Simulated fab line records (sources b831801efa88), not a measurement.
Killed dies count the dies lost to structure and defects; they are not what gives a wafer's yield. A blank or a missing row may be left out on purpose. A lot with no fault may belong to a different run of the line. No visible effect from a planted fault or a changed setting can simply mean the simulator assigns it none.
Matching of chambers -- flow sky130 -- rie-diel-01 running SKY_VIA3_ETCH_14: 4 sister chambers
The step etches BARC in N2/H2, stops on SiO2, time 45.9 s, target depth 60 nm. 8 wafers are shown with their chamber, then 7 later ones without.

## EACH WAFER AND ITS CHAMBER
wafer,chamber,drypump-motor-current-A (A),h2-flow-sccm (sccm)
L082.3,1,5.6,199.2
L082.5,1,5.7,198.6
L082.6,0,5.6,200.4
L085.2,2,5.5,199.8
L085.4,3,5.6,199.4
L085.5,0,5.6,200.4
L086.1,3,5.6,200.8
L086.3,2,5.5,200.3

## WAFERS MISSING THEIR CHAMBER
wafer,drypump-motor-current-A (A),h2-flow-sccm (sccm)
L086.4,5.5,199.4
L087.2,5.6,200.1
L087.3,5.6,199.8
L087.5,5.6,199.7
L089.4,5.6,199.7
L089.5,5.6,200.7
L089.6,5.5,200.3

## EACH ONE'S CHAMBER
wafer,from the rows above,in truth
L086.4,can't be placed: 2 or 3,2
L087.2,can't be placed: 3 or 0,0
L087.3,can't be placed: 3 or 0 or 1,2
L087.5,can't be placed: 3 or 0 or 1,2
L089.4,can't be placed: 3 or 0 or 1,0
L089.5,can't be placed: 0 or 3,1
L089.6,2,2
Correctly placed: 1 of 7. From these rows, 6 cannot be placed; in 3 the true chamber is one of the candidates. Placed wrongly: 0.
How it was worked out, from the rows above alone: a wafer's distance from a chamber is the root of the sum, over the readings, of the square of ((its reading less the chamber's mean) divided by the reading's scatter). The wafer belongs to the nearest chamber; if the next one is less than 2 further off, it can't be placed. A chamber's mean is the mean of its shown wafers. The scatter: the root of (the sum of the squares of (reading less its chamber's mean) over the shown wafers, divided by (wafers less chambers)).
